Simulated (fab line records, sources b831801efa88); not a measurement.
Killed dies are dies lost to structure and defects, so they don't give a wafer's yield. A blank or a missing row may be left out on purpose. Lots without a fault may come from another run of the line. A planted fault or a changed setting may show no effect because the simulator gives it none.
fab line records | flow gf180mcu
record lots=5 wafers=15 last_day=33
route steps=602 shown M1@316 V1@335
lots that met no fault: from a run of the same line without faults
start_h: hours from the record's first day to the start of the lot's first wafer shown | wait_h: hours since the lot's step before | " the same as in the row above | L1.1+2: a row that stands for several wafers | - no value, or no start given | * or withheld: withheld | < > ~ a bound
route shown NAME@n: a module of which the file shows steps, and the number in the route of the first | usual: mean/standard deviation of fault-free wafers | same: alike in all rows | chamber/n: place in a boat | sites: the reading at each site | _std_site: their standard deviation | _edge_site: outer sites' mean less inner sites' | radius_mm: how far each site lies from the wafer's centre | mask NAME#n: copy n | behind: the tool/chamber that last shaped the wafer | hold: why the lot was held/for how many hours/how that ended | device: the transistor (n, p or np) that didn't switch | end of line: the same wafers' tests at the end of the route | a step without rows: its recipe alone | killed: dies lost to structure and defects at the first sort, not the wafer's yield | map: a wafer's dies, x killed, . not, _ none there
set.NAME: the setting as run; set.NAME@STEP: as run at that earlier step | model.NAME: the simulator's own value behind a step, which no gauge read
lots at some steps of the route; a table a step, a row a wafer
services: from which hour (start_h, from the record's first day; less than 0 if before it) a tool's chamber was out of use, for how many hours, and why
## steps
# step GF_M1_SPUTTER_01
# recipe material=TiN target_thk_nm=30 power_w=6500 time_s=25 chamber_pressure_pa=0.4
# usual throttle_valve_pct=29.5/0.94
# columns lot.wafer tool chamber start_h wait_h throttle_valve_pct
L075.1 pvd_sputter-03 - 371.04 0.1 29.2
L075.3 " - " " 29.6
L075.4 " - " " 29.3
L076.1 pvd_sputter-01 - 381.22 0.1 28.9
L076.2 " - " " 28.6
L076.5 " - " " 30.8
L078.3 pvd_sputter-01 - 398.76 0.1 28.9
L078.4 " - " " 31.2
L078.6 " - " " 31.1
L084.1 pvd_sputter-03 - 454.04 0.1 30.0
L084.3 " - " " 29.2
L084.6 " - " " 29.6
L092.1 pvd_sputter-02 - 531.56 0.1 30.5
L092.3 " - " " 29.3
L092.4 " - " " 28.8
# step GF_M1_SPUTTER_02
# recipe material=AlCu target_thk_nm=450 power_w=10600 time_s=23.9 chamber_pressure_pa=0.4
# usual throttle_valve_pct=29.5/0.99
# columns lot.wafer tool chamber start_h wait_h throttle_valve_pct
L075.1 pvd_sputter-03 - 371.07 0.0 29.2
L075.3 " - " " 29.8
L075.4 " - " " 29.0
L076.1 pvd_sputter-01 - 381.25 0.0 28.8
L076.2 " - " " 28.4
L076.5 " - " " 31.3
L078.3 pvd_sputter-01 - 398.79 0.0 28.7
L078.4 " - " " 31.2
L078.6 " - " " 31.0
L084.1 pvd_sputter-03 - 454.08 0.0 30.2
L084.3 " - " " 29.2
L084.6 " - " " 29.8
L092.1 pvd_sputter-02 - 531.59 0.0 30.6
L092.3 " - " " 29.4
L092.4 " - " " 28.6
# step GF_M1_SPUTTER_03
# recipe material=Ti target_thk_nm=10 substrate_temp_c=300 chamber_pressure_pa=0.3 power_w=3000 time_s=6.7
# usual throttle_valve_pct=29.5/0.97
# columns lot.wafer tool chamber start_h wait_h throttle_valve_pct
L075.1 pvd_sputter-03 - 371.10 0.0 29.3
L075.3 " - " " 29.7
L075.4 " - " " 28.9
L076.1 pvd_sputter-01 - 381.28 0.0 28.6
L076.2 " - " " 29.0
L076.5 " - " " 31.3
L078.3 pvd_sputter-01 - 398.82 0.0 28.8
L078.4 " - " " 31.1
L078.6 " - " " 31.0
L084.1 pvd_sputter-03 - 454.11 0.0 30.0
L084.3 " - " " 29.0
L084.6 " - " " 29.9
L092.1 pvd_sputter-02 - 531.62 0.0 30.8
L092.3 " - " " 29.4
L092.4 " - " " 28.5
# step GF_M1_SPUTTER_04
# recipe material=TiN target_thk_nm=50 power_w=6500 time_s=41.7 chamber_pressure_pa=0.4
# usual throttle_valve_pct=29.5/0.99
# columns lot.wafer tool chamber start_h wait_h throttle_valve_pct
L075.1 pvd_sputter-03 - 371.13 0.0 29.6
L075.3 " - " " 29.8
L075.4 " - " " 29.0
L076.1 pvd_sputter-01 - 381.30 0.0 28.9
L076.2 " - " " 28.7
L076.5 " - " " 30.9
L078.3 pvd_sputter-01 - 398.84 0.0 28.8
L078.4 " - " " 31.2
L078.6 " - " " 31.3
L084.1 pvd_sputter-03 - 454.13 0.0 29.8
L084.3 " - " " 29.3
L084.6 " - " " 29.8
L092.1 pvd_sputter-02 - 531.64 0.0 30.7
L092.3 " - " " 29.1
L092.4 " - " " 28.4
# step GF_M1_RS_MEAS_05
# recipe thk_meas_gauge=four-point-probe reads=TiN_of_M1_SPUTTER_04+Ti_of_M1_SPUTTER_03+AlCu_of_M1_SPUTTER_02+TiN_of_M1_SPUTTER_01+Ti_of_M1_SPUTTER_00
# usual M1_ALCU_RS=0.0696/0.00055
# columns lot.wafer tool chamber start_h wait_h M1_ALCU_RS[ohm/sq]
L075.1 film_metro-03 - 371.17 0.0 0.0699
L075.3 " - " " 0.0705
L075.4 " - " " 0.0698
L076.1 film_metro-02 - 381.34 0.0 0.0694
L076.2 " - " " 0.0693
L076.5 " - " " 0.0692
L078.3 film_metro-01 - 398.92 0.1 0.0705
L078.4 " - " " 0.0701
L078.6 " - " " 0.0700
L084.1 film_metro-03 - 454.17 0.0 0.0696
L084.3 " - " " 0.0692
L084.6 " - " " 0.0695
L092.1 film_metro-03 - 531.68 0.0 0.0689
L092.3 " - " " 0.0688
L092.4 " - " " 0.0694
# step GF_M1_THK_MEAS_06
# recipe thk_meas_gauge=xrf reads=AlCu_of_M1_SPUTTER_02
# usual M1_ALCU_THK=448/4.2
# columns lot.wafer tool chamber start_h wait_h M1_ALCU_THK[nm]
L075.1 film_metro-03 - 371.29 0.1 446
L075.3 " - " " 439
L075.4 " - " " 447
L076.1 film_metro-02 - 381.46 0.1 455
L076.2 " - " " 456
L076.5 " - " " 456
L078.3 film_metro-01 - 399.02 0.1 441
L078.4 " - " " 443
L078.6 " - " " 443
L084.1 film_metro-03 - 454.29 0.1 446
L084.3 " - " " 447
L084.6 " - " " 444
L092.1 film_metro-03 - 531.80 0.1 450
L092.3 " - " " 452
L092.4 " - " " 448
# step GF_M1_DEHYDRATE_07
# recipe temp_c=200 time_s=60
# columns lot.wafer tool chamber start_h wait_h
L075.1+3+4 litho_track-01 0 381.85 10.6
L076.1+2+5 litho_track-02 0 392.55 11.1
L078.3+4+6 litho_track-03 0 409.91 10.9
L084.1+3+6 litho_track-01 0 465.90 11.6
L092.1+3+4 litho_track-03 0 541.01 9.2
# step GF_M1_HMDS_08
# recipe prime_time_s=60 prime_temp_c=120
# same prime_time_s=60
# columns lot.wafer tool chamber start_h wait_h
L075.1+3+4 litho_track-01 0 382.00 0.1
L076.1+2+5 litho_track-02 0 392.70 0.1
L078.3+4+6 litho_track-03 0 410.06 0.1
L084.1+3+6 litho_track-01 0 466.05 0.1
L092.1+3+4 litho_track-03 0 541.16 0.1
# step GF_M1_COAT_09
# recipe resist=KrF spin_rpm=withheld resist_thk_nm=1000
# columns lot.wafer tool chamber start_h wait_h
L075.1+3+4 litho_track-01 0 382.15 0.1
L076.1+2+5 litho_track-02 0 392.85 0.1
L078.3+4+6 litho_track-03 0 410.21 0.1
L084.1+3+6 litho_track-01 0 466.20 0.1
L092.1+3+4 litho_track-03 0 541.31 0.1
# step GF_M1_SOFTBAKE_10
# recipe temp_c=130 time_s=60 resist=KrF
# columns lot.wafer tool chamber start_h wait_h
L075.1+3+4 litho_track-01 0 382.30 0.1
L076.1+2+5 litho_track-02 0 393.00 0.1
L078.3+4+6 litho_track-03 0 410.36 0.1
L084.1+3+6 litho_track-01 0 466.35 0.1
L092.1+3+4 litho_track-03 0 541.46 0.1
# step GF_M1_EXPOSE_11
# recipe mask_id=Metal1 target_cd_nm=230 na=0.68 source_shape=conventional sigma_outer=0.6 dose_mj=28
# columns lot.wafer tool chamber start_h wait_h mask
L075.1+3+4 krf_scanner-02 0 - - Metal1#0
L076.1+2+5 krf_scanner-02 0 - - Metal1#0
L078.3+4+6 krf_scanner-02 0 - - Metal1#0
L084.1+3+6 krf_scanner-02 0 - - Metal1#0
L092.1+3+4 krf_scanner-02 0 - - Metal1#0
# step GF_M1_PEB_12
# recipe peb_temp_c=135 peb_time_s=90 resist=KrF
# columns lot.wafer tool chamber start_h wait_h
L075.1+3+4 litho_track-02 0 - -
L076.1+2+5 litho_track-01 0 - -
L078.3+4+6 litho_track-03 0 - -
L084.1+3+6 litho_track-02 0 - -
L092.1+3+4 litho_track-03 0 - -
# step GF_M1_DEVELOP_13
# recipe develop_time_s=60 dev_temp_c=21
# columns lot.wafer tool chamber start_h wait_h
L075.1+3+4 litho_track-02 0 394.00 0.2
L076.1+2+5 litho_track-01 0 404.25 0.2
L078.3+4+6 litho_track-03 0 421.86 0.1
L084.1+3+6 litho_track-02 0 478.55 0.2
L092.1+3+4 litho_track-03 0 553.41 0.2
# step GF_M1_CD_MEAS_14
# recipe target_cd_nm=230
# usual cd_nm=230.2/1.4
# columns lot.wafer tool chamber start_h wait_h cd_nm
L075.1 cd_sem-01 - 394.15 0.1 229.1
L075.3 " - " " 228.5
L075.4 " - " " 228.8
L076.1 cd_sem-01 - 404.40 0.1 228.7
L076.2 " - " " 229.7
L076.5 " - " " 228.8
L078.3 cd_sem-02 - 422.00 0.1 231.3
L078.4 " - " " 230.4
L078.6 " - " " 230.7
L084.1 cd_sem-01 - 478.70 0.1 229.7
L084.3 " - " " 229.6
L084.6 " - " " 230.6
L092.1 cd_sem-01 - 553.56 0.1 230.9
L092.3 " - " " 231.4
L092.4 " - " " 231.5
# step GF_M1_OVL_MEAS_15
# usual M1_OVL=0/4.8
# columns lot.wafer tool chamber start_h wait_h M1_OVL[nm]
L075.1 overlay-01 - 394.27 0.1 9
L075.3 " - " " -6
L075.4 " - " " -4
L076.1 overlay-01 - 404.52 0.1 9
L076.2 " - " " 0
L076.5 " - " " 4
L078.3 overlay-02 - 422.09 0.1 -12
L078.4 " - " " 1
L078.6 " - " " 0
L084.1 overlay-01 - 478.82 0.1 -3
L084.3 " - " " -4
L084.6 " - " " -1
L092.1 overlay-02 - 553.68 0.1 1
L092.3 " - " " -1
L092.4 " - " " -2
# step GF_M1_METAL_ETCH_16
# recipe chemistry=Cl2/BCl3 mask_material=KrF target_depth_nm=750.8 stop_on=SiO2 pressure_mtorr=8 icp_w=800 bias_w=140 Cl2_flow_sccm=80 bcl3_flow_sccm=40 time_s=125.1
# usual drypump_motor_current_A=5.90/0.24 oes_product_au=0.989/0.005 rf_fwd_power_W=796.0/2.6 throttle_valve_pct=28.232/0.0092
# columns lot.wafer tool chamber start_h wait_h drypump_motor_current_A oes_product_au rf_fwd_power_W rf_hours_counter_h throttle_valve_pct
L075.1 rie_metal-04 1 394.30 0.0 5.92 0.990 795.5 0.7 28.238
L075.3 " 0 " " 5.81 0.986 793.3 - 28.224
L075.4 " 1 " " 5.89 0.989 799.1 - 28.218
L076.1 rie_metal-03 1 404.56 0.0 5.65 0.985 795.2 3.7 28.238
L076.2 " 0 " " 5.95 0.987 796.0 2.5 28.227
L076.5 " 0 " " 5.95 0.995 791.7 - 28.228
L078.3 rie_metal-04 0 422.16 0.1 5.78 0.988 792.9 - 28.218
L078.4 " 1 " " 5.89 0.989 794.2 - 28.225
L078.6 " 0 " " 5.81 0.998 794.2 - 28.220
L084.1 rie_metal-02 1 478.85 0.0 5.83 0.990 796.5 10.3 28.217
L084.3 " 0 " " 6.38 0.991 798.6 - 28.230
L084.6 " 1 " " 5.83 0.999 795.8 - 28.229
L092.1 rie_metal-03 1 553.72 0.0 5.63 0.995 799.9 6.7 28.236
L092.3 " 0 " " 5.96 0.985 795.2 - 28.222
L092.4 " 1 " " 5.64 0.983 799.8 - 28.257
# step GF_M1_STRIP_17
# recipe chemistry=O2/N2 power_w=1400 pressure_mtorr=1500 platen_temp_c=250 o2_flow_sccm=3000 n2_flow_sccm=300 overash_fraction=0.5
# usual drypump_motor_current_A=5.5/0.4 heater_power_w=338/23 o2_flow_sccm=3001/8.2 oes_product_au=0.539/0.0046 strip_time_to_endpoint_s=7.42/0.038
# columns lot.wafer tool chamber start_h wait_h drypump_motor_current_A heater_power_w o2_flow_sccm oes_product_au rf_hours_counter_h strip_time_to_endpoint_s
L075.1 plasma_asher-04 0 394.43 0.1 5.2 370 2998 0.543 61 7.48
L075.3 " 1 " " 5.8 287 3016 0.540 - 7.43
L075.4 " 0 " " 5.2 373 3016 0.540 - 7.44
L076.1 plasma_asher-02 1 404.69 0.1 5.6 351 2989 0.536 29 7.35
L076.2 " 0 " " 6.1 360 3002 0.538 29 7.43
L076.5 " 1 " " 5.6 340 2985 0.537 - 7.42
L078.3 plasma_asher-04 1 422.28 0.1 5.8 297 3009 0.538 - 7.32
L078.4 " 0 " " 5.2 369 2999 0.540 - 7.39
L078.6 " 0 " " 5.2 372 2994 0.544 - 7.31
L084.1 plasma_asher-04 0 478.98 0.1 5.2 367 3002 0.536 71 7.40
L084.3 " 0 " " 5.2 373 2993 0.540 - 7.46
L084.6 " 1 " " 5.8 295 3002 0.539 - 7.39
L092.1 plasma_asher-04 0 553.85 0.1 5.2 379 3001 0.529 78 7.39
L092.3 " 1 " " 5.8 296 2994 0.532 - 7.41
L092.4 " 0 " " 5.2 375 2988 0.541 - 7.35
# step GF_M1_STRIP_18
# recipe chemistry=post_etch_residue_remover time_s=1200 temp_c=72.5
# columns lot.wafer tool chamber start_h wait_h
L075.1+3+4 wet_bench-02 1 394.53 0.1
L076.1+2+5 wet_bench-04 2 404.79 0.1
L078.3+4+6 wet_bench-02 3 422.35 0.0
L084.1+3+6 wet_bench-02 0 479.08 0.1
L092.1+3+4 wet_bench-01 2 553.95 0.1
# step GF_M1_CLEAN_19
# recipe chemistry=DIW dry=n2_spin
# columns lot.wafer tool chamber start_h wait_h
L075.1+3+4 wet_bench-04 0 395.22 0.0
L076.1+2+5 wet_bench-02 0 405.13 0.0
L078.3+4+6 wet_bench-04 0 422.75 0.0
L084.1+3+6 wet_bench-01 2 479.42 0.0
L092.1+3+4 wet_bench-02 1 554.29 0.0
# step GF_V1_CVD_00
# recipe material=SiO2 target_thk_nm=600 sigma_open_frac=0.3 temp_c=400 time_s=100 sih4_flow_sccm=60 pressure_mtorr=6
# columns lot.wafer tool chamber start_h wait_h
L075.1+3+4 hdpcvd-01 0,2,2 395.33 0.0
L076.1+2+5 hdpcvd-01 0,2,1 405.22 0.0
L078.3+4+6 hdpcvd-02 1,0,1 422.85 0.0
L084.1+3+6 hdpcvd-02 1,2,1 479.52 0.0
L092.1+3+4 hdpcvd-02 1,2,2 554.39 0.0
# step GF_V1_THK_MEAS_01
# recipe reads=SiO2_of_V1_CVD_00
# usual V1_CVD_00_THK=601/6.5
# columns lot.wafer tool chamber start_h wait_h V1_CVD_00_THK[nm]
L075.1 film_metro-04 - 395.40 0.0 601
L075.3 " - " " 609
L075.4 " - " " 604
L076.1 film_metro-02 - 405.29 0.0 604
L076.2 " - " " 603
L076.5 " - " " 601
L078.3 film_metro-04 - 422.95 0.1 604
L078.4 " - " " 606
L078.6 " - " " 607
L084.1 film_metro-01 - 479.59 0.0 596
L084.3 " - " " 588
L084.6 " - " " 595
L092.1 film_metro-01 - 554.46 0.0 606
L092.3 " - " " 601
L092.4 " - " " 604
# step GF_V1_CVD_02
# recipe material=SiO2 target_thk_nm=850 precursor=TEOS temp_c=400 time_s=94.851 rf_w=600
# usual heater_power_w=647/79 rf_fwd_power_W=596.5/1.9
# columns lot.wafer tool chamber start_h wait_h heater_power_w rf_fwd_power_W
L075.1 pecvd-01 1 395.46 0.1 637 597.6
L075.3 " 0 " " 648 598.7
L075.4 " 1 " " 509 598.0
L076.1 pecvd-01 0 405.35 0.1 622 597.9
L076.2 " 2 " " 705 595.6
L076.5 " 1 " " 636 597.1
L078.3 pecvd-01 0 422.99 0.0 584 598.1
L078.4 " 0 " " 636 596.2
L078.6 " 1 " " 637 596.2
L084.1 pecvd-04 1 479.65 0.1 720 595.9
L084.3 " 0 " " 588 595.6
L084.6 " 0 " " 469 594.5
L092.1 pecvd-04 0 554.52 0.1 560 598.4
L092.3 " 1 " " 626 597.7
L092.4 " 1 " " 688 599.8
# step GF_V1_THK_MEAS_03
# recipe reads=SiO2_of_V1_CVD_02
# usual V1_CVD_02_THK=845/10
# columns lot.wafer tool chamber start_h wait_h V1_CVD_02_THK[nm]
L075.1 film_metro-01 - 395.56 0.1 845
L075.3 " - " " 856
L075.4 " - " " 852
L076.1 film_metro-01 - 405.42 0.0 849
L076.2 " - " " 835
L076.5 " - " " 856
L078.3 film_metro-02 - 423.08 0.1 846
L078.4 " - " " 865
L078.6 " - " " 848
L084.1 film_metro-04 - 479.72 0.0 841
L084.3 " - " " 842
L084.6 " - " " 854
L092.1 film_metro-02 - 554.59 0.0 822
L092.3 " - " " 825
L092.4 " - " " 838
# step GF_V1_CMP_04
# recipe material=SiO2 down_force_psi=4 platen_rpm=60 pad_velocity_m_s=0.94248
# usual motor_current_A=11.8/1.1 retaining_ring_pressure_frac=1.000/0.0049 time_to_endpoint_s=78/4.9
# columns lot.wafer tool chamber start_h wait_h motor_current_A retaining_ring_pressure_frac time_to_endpoint_s
L075.1 cmp-02 3 395.96 0.4 12.8 1.003 79
L075.4 " 0 " " 11.0 1.002 78
L075.3 " 1 " " 12.5 0.992 81
L076.2 cmp-02 1 405.58 0.1 12.8 1.006 73
L076.1 " 2 " " 11.4 0.998 76
L076.5 " 0 " " 11.5 0.995 81
L078.3 cmp-02 0 423.12 0.0 11.6 0.998 77
L078.4 " 1 " " 12.2 0.999 85
L078.6 " 0 " " 11.5 1.000 76
L084.1 cmp-02 0 479.88 0.1 11.4 0.995 73
L084.3 " 1 " " 12.4 0.994 75
L084.6 " 2 " " 11.3 0.994 77
L092.4 cmp-02 0 554.73 0.1 11.5 0.997 77
L092.3 " 2 " " 10.2 1.009 71
L092.1 " 3 " " 12.2 0.993 75
# step GF_V1_BOW_MEAS_05
# recipe mode=bow
# usual V1_BOW=83/7.1
# columns lot.wafer tool chamber start_h wait_h V1_BOW[um]
L075.1 film_metro-04 - 396.21 0.2 84
L075.3 " - " " 77
L075.4 " - " " 78
L076.1 film_metro-02 - 405.78 0.1 79
L076.2 " - " " 88
L076.5 " - " " 89
L078.3 film_metro-02 - 423.46 0.3 74
L078.4 " - " " 75
L078.6 " - " " 87
L084.1 film_metro-02 - 480.08 0.1 82
L084.3 " - " " 96
L084.6 " - " " 81
L092.1 film_metro-02 - 555.03 0.1 63
L092.3 " - " " 86
L092.4 " - " " 87
# step GF_V1_DEHYDRATE_06
# recipe temp_c=200 time_s=60
# columns lot.wafer tool chamber start_h wait_h
L075.1+3+4 litho_track-02 0 407.20 11.0
L076.1+2+5 litho_track-04 0 417.21 11.4
L078.3+4+6 litho_track-02 0 435.55 12.1
L084.1+3+6 litho_track-04 0 491.36 11.3
L092.1+3+4 litho_track-02 0 564.35 9.3
# step GF_V1_HMDS_07
# recipe prime_time_s=60 prime_temp_c=120
# same prime_time_s=60
# columns lot.wafer tool chamber start_h wait_h
L075.1+3+4 litho_track-02 0 407.35 0.1
L076.1+2+5 litho_track-04 0 417.36 0.1
L078.3+4+6 litho_track-02 0 435.70 0.1
L084.1+3+6 litho_track-04 0 491.51 0.1
L092.1+3+4 litho_track-02 0 564.50 0.1
# step GF_V1_COAT_08
# recipe resist=BARC temp_c=withheld time_s=withheld spin_rpm=withheld resist_thk_nm=withheld
# columns lot.wafer tool chamber start_h wait_h
L075.1+3+4 litho_track-02 0 407.50 0.1
L076.1+2+5 litho_track-04 0 417.51 0.1
L078.3+4+6 litho_track-02 0 435.85 0.1
L084.1+3+6 litho_track-04 0 491.66 0.1
L092.1+3+4 litho_track-02 0 564.65 0.1
# step GF_V1_COAT_09
# recipe resist=KrF spin_rpm=withheld resist_thk_nm=1000
# columns lot.wafer tool chamber start_h wait_h
L075.1+3+4 litho_track-02 0 - -
L076.1+2+5 litho_track-04 0 - -
L078.3+4+6 litho_track-02 0 - -
L084.1+3+6 litho_track-04 0 - -
L092.1+3+4 litho_track-02 0 - -
# step GF_V1_SOFTBAKE_10
# recipe temp_c=130 time_s=60 resist=KrF
# columns lot.wafer tool chamber start_h wait_h
L075.1+3+4 litho_track-02 0 - -
L076.1+2+5 litho_track-04 0 - -
L078.3+4+6 litho_track-02 0 - -
L084.1+3+6 litho_track-04 0 - -
L092.1+3+4 litho_track-02 0 - -
# step GF_V1_EXPOSE_11
# recipe mask_id=Via1 target_cd_nm=260 na=0.68 source_shape=conventional sigma_outer=0.6 dose_mj=38
# columns lot.wafer tool chamber start_h wait_h mask
L075.1+3+4 krf_scanner-02 0 - - Via1#0
L076.1+2+5 krf_scanner-02 0 - - Via1#0
L078.3+4+6 krf_scanner-02 0 - - Via1#0
L084.1+3+6 krf_scanner-02 0 - - Via1#0
L092.1+3+4 krf_scanner-02 0 - - Via1#0
# step GF_V1_PEB_12
# recipe peb_temp_c=135 peb_time_s=90 resist=KrF
# columns lot.wafer tool chamber start_h wait_h
L075.1+3+4 litho_track-04 0 - -
L076.1+2+5 litho_track-04 0 - -
L078.3+4+6 litho_track-01 0 - -
L084.1+3+6 litho_track-04 0 - -
L092.1+3+4 litho_track-02 0 - -
# step GF_V1_DEVELOP_13
# recipe develop_time_s=60 resist=KrF dev_temp_c=21
# columns lot.wafer tool chamber start_h wait_h
L075.1+3+4 litho_track-04 0 419.56 0.2
L076.1+2+5 litho_track-04 0 429.61 0.2
L078.3+4+6 litho_track-01 0 448.25 0.1
L084.1+3+6 litho_track-04 0 503.06 0.2
L092.1+3+4 litho_track-02 0 576.60 0.2
# step GF_V1_CD_MEAS_14
# recipe target_cd_nm=260
# usual cd_nm=260.1/1.2
# columns lot.wafer tool chamber start_h wait_h cd_nm
L075.1 cd_sem-01 - 419.71 0.1 260.5
L075.3 " - " " 261.3
L075.4 " - " " 260.7
L076.1 cd_sem-01 - 429.76 0.1 259.8
L076.2 " - " " 258.9
L076.5 " - " " 259.2
L078.3 cd_sem-01 - 448.39 0.1 259.0
L078.4 " - " " 259.9
L078.6 " - " " 260.2
L084.1 cd_sem-02 - 503.21 0.1 258.2
L084.3 " - " " 258.0
L084.6 " - " " 257.8
L092.1 cd_sem-01 - 576.75 0.1 260.5
L092.3 " - " " 259.2
L092.4 " - " " 259.9
# step GF_V1_OVL_MEAS_15
# usual V1_OVL=3/5.1
# columns lot.wafer tool chamber start_h wait_h V1_OVL[nm]
L075.1 overlay-02 - 419.83 0.1 5
L075.3 " - " " 9
L075.4 " - " " 7
L076.1 overlay-01 - 429.88 0.1 8
L076.2 " - " " -2
L076.5 " - " " 5
L078.3 overlay-01 - 448.48 0.1 12
L078.4 " - " " 3
L078.6 " - " " 5
L084.1 overlay-01 - 503.33 0.1 0
L084.3 " - " " -1
L084.6 " - " " -8
L092.1 overlay-02 - 576.87 0.1 5
L092.3 " - " " 4
L092.4 " - " " -1
# step GF_V1_ETCH_16
# recipe chemistry=N2/H2 target_depth_a=withheld overetch_a=withheld time_s=withheld target=BARC ion_energy_ev=200 source_w=500 bias_w=100 pressure_mtorr=30 n2_flow_sccm=100 h2_flow_sccm=200
# usual drypump_motor_current_A=5.6/0.36 oes_product_au=0.854/0.0045 rf_fwd_power_W=495.3/1.7 throttle_valve_pct=13.224/0.0097
# columns lot.wafer tool chamber start_h wait_h drypump_motor_current_A oes_product_au rf_fwd_power_W throttle_valve_pct
L075.1 rie_diel-01 0 419.87 0.0 5.5 0.853 496.3 13.230
L075.3 " 2 " " 5.5 0.852 494.8 13.230
L075.4 " 1 " " 5.9 0.859 495.4 13.215
L076.1 rie_diel-02 3 429.92 0.0 4.8 0.852 496.1 13.222
L076.2 " 1 " " 6.2 0.851 495.3 13.220
L076.5 " 2 " " 5.3 0.860 494.4 13.230
L078.3 rie_diel-04 1 448.51 0.0 5.7 0.849 498.5 13.220
L078.4 " 3 " " 5.2 0.862 494.7 13.229
L078.6 " 3 " " 5.2 0.853 495.3 13.211
L084.1 rie_diel-02 1 503.37 0.0 6.2 0.853 495.4 13.222
L084.3 " 2 " " 5.3 0.850 492.9 13.220
L084.6 " 2 " " 5.3 0.852 493.0 13.221
L092.1 rie_diel-04 2 576.90 0.0 5.6 0.862 492.7 13.223
L092.3 " 0 " " 5.3 0.853 495.7 13.224
L092.4 " 1 " " 5.8 0.860 495.2 13.223
# step GF_V1_ETCH_17
# recipe chemistry=C4F8/O2/Ar mask_material=KrF target=SiO2 stop_on=TiN source_w=1500 bias_w=1200 pressure_mtorr=40 c4f8_flow_sccm=withheld O2_flow_sccm=6 Ar_flow_sccm=300 time_s=withheld target_depth_a=6300
# usual oes_product_au=0.856/0.0045 rf_fwd_power_W=1493/4.9
# columns lot.wafer tool chamber start_h wait_h oes_product_au rf_fwd_power_W
L075.1 rie_diel-01 0 - - 0.869 1493
L075.3 " 2 " " 0.860 1489
L075.4 " 1 " " 0.848 1492
L076.1 rie_diel-02 3 - - 0.853 1498
L076.2 " 1 " " 0.850 1494
L076.5 " 2 " " 0.860 1482
L078.3 rie_diel-04 1 - - 0.854 1495
L078.4 " 3 " " 0.860 1495
L078.6 " 3 " " 0.861 1497
L084.1 rie_diel-02 1 - - 0.851 1489
L084.3 " 2 " " 0.860 1493
L084.6 " 2 " " 0.856 1487
L092.1 rie_diel-04 2 - - 0.857 1488
L092.3 " 0 " " 0.843 1492
L092.4 " 1 " " 0.852 1487
# step GF_V1_STRIP_18
# recipe chemistry=O2/N2 power_w=1400 pressure_mtorr=1500 platen_temp_c=250 o2_flow_sccm=3000 n2_flow_sccm=300 overash_fraction=0.5
# usual drypump_motor_current_A=5.8/0.39 heater_power_w=317/30 o2_flow_sccm=3000/9.9 oes_product_au=0.592/0.0046
# columns lot.wafer tool chamber start_h wait_h drypump_motor_current_A heater_power_w o2_flow_sccm oes_product_au rf_hours_counter_h
L075.1 plasma_asher-01 1 420.00 - 6.2 269 2997 0.593 77
L075.3 " 1 " " 6.2 274 3014 0.590 -
L075.4 " 0 " " 6.1 276 3009 0.600 -
L076.1 plasma_asher-03 0 430.05 - 4.9 339 2980 0.592 77
L076.2 " 1 " " 5.4 329 2988 0.588 77
L076.5 " 1 " " 5.4 318 2989 0.584 -
L078.3 plasma_asher-01 0 448.67 - 6.0 286 3024 0.597 -
L078.4 " 1 " " 6.2 287 3008 0.595 -
L078.6 " 1 " " 6.2 285 3012 0.597 -
L084.1 plasma_asher-01 1 503.50 - 6.1 290 2979 0.585 7
L084.3 " 1 " " 6.2 287 2998 0.596 -
L084.6 " 0 " " 6.1 299 3010 0.593 -
L092.1 plasma_asher-02 0 577.03 - 6.1 342 3007 0.591 48
L092.3 " 0 " " 6.1 352 3008 0.580 -
L092.4 " 1 " " 5.6 345 2996 0.589 -
# step GF_V1_STRIP_19
# recipe chemistry=post_etch_residue_remover time_s=1200 temp_c=72.5
# columns lot.wafer tool chamber start_h wait_h
L075.1+3+4 wet_bench-04 2 420.10 0.1
L076.1+2+5 wet_bench-02 3 430.15 0.1
L078.3+4+6 wet_bench-03 1 448.74 0.0
L084.1+3+6 wet_bench-03 3 503.60 0.1
L092.1+3+4 wet_bench-04 3 577.13 0.1
# step GF_V1_CLEAN_20
# recipe chemistry=DIW dry=n2_spin
# columns lot.wafer tool chamber start_h wait_h
L075.1+3+4 wet_bench-03 1 420.47 0.0
L076.1+2+5 wet_bench-03 1 430.52 0.0
L078.3+4+6 wet_bench-04 3 449.11 0.0
L084.1+3+6 wet_bench-04 2 503.94 0.0
L092.1+3+4 wet_bench-02 1 577.50 0.0
# step GF_V1_SPUTTER_21
# recipe material=Ti target_thk_nm=15 chamber_pressure_pa=5 power_w=2500 substrate_temp_c=200 time_s=80.02
# usual throttle_valve_pct=29.6/0.82
# columns lot.wafer tool chamber start_h wait_h throttle_valve_pct
L075.1 pvd_sputter-03 - 420.56 0.0 29.0
L075.3 " - " " 29.8
L075.4 " - " " 29.2
L076.1 pvd_sputter-03 - 430.62 0.0 30.1
L076.2 " - " " 29.3
L076.5 " - " " 30.1
L078.3 pvd_sputter-03 - 449.20 0.0 30.1
L078.4 " - " " 28.7
L078.6 " - " " 29.3
L084.1 pvd_sputter-04 - 504.03 0.0 31.0
L084.3 " - " " 29.5
L084.6 " - " " 30.8
L092.1 pvd_sputter-02 - 577.60 0.0 27.4
L092.3 " - " " 30.7
L092.4 " - " " 29.4
# step GF_V1_SPUTTER_22
# recipe material=TiN target_thk_nm=10 chamber_pressure_pa=5 power_w=4000 time_s=40
# usual throttle_valve_pct=29.6/0.8
# columns lot.wafer tool chamber start_h wait_h throttle_valve_pct
L075.1 pvd_sputter-03 - 420.62 0.0 28.9
L075.3 " - " " 29.5
L075.4 " - " " 29.2
L076.1 pvd_sputter-03 - 430.68 0.0 30.1
L076.2 " - " " 29.5
L076.5 " - " " 30.2
L078.3 pvd_sputter-03 - 449.26 0.0 30.1
L078.4 " - " " 28.9
L078.6 " - " " 29.4
L084.1 pvd_sputter-04 - 504.09 0.0 30.7
L084.3 " - " " 29.7
L084.6 " - " " 30.7
L092.1 pvd_sputter-02 - 577.67 0.0 27.3
L092.3 " - " " 30.8
L092.4 " - " " 29.4
## services
# columns tool chamber start_h hours kind
plasma_asher-04 - 349.12 4.3 pm
pvd_sputter-02 - 356.47 5.4 repair
krf_scanner-02 - 358.77 1.3 pm
pvd_sputter-02 - 377.59 3.9 repair
cmp-02 - 386.74 5.5 pm
krf_scanner-02 - 388.24 1.0 pm
wet_bench-03 - 389.80 1.5 repair
pvd_sputter-01 - 399.13 13.1 repair
pvd_sputter-02 - 403.85 1.4 repair
rie_diel-04 0 409.52 3.4 repair
rie_diel-02 - 423.95 0.9 repair
cmp-02 - 443.01 1.0 repair
rie_diel-04 0 471.38 7.7 repair
rie_diel-02 0 484.58 6.1 repair
wet_bench-02 - 486.38 6.5 repair
krf_scanner-02 - 490.82 0.8 pm
pvd_sputter-02 - 496.57 5.7 repair
plasma_asher-04 - 506.53 8.5 repair
wet_bench-03 - 513.02 2.1 repair
krf_scanner-02 - 534.67 1.3 pm
rie_diel-02 2 550.40 13.7 repair
krf_scanner-02 - 557.24 1.0 pm
cmp-02 - 559.48 0.5 repair
cmp-02 - 572.05 4.0 pm
## key
fault none
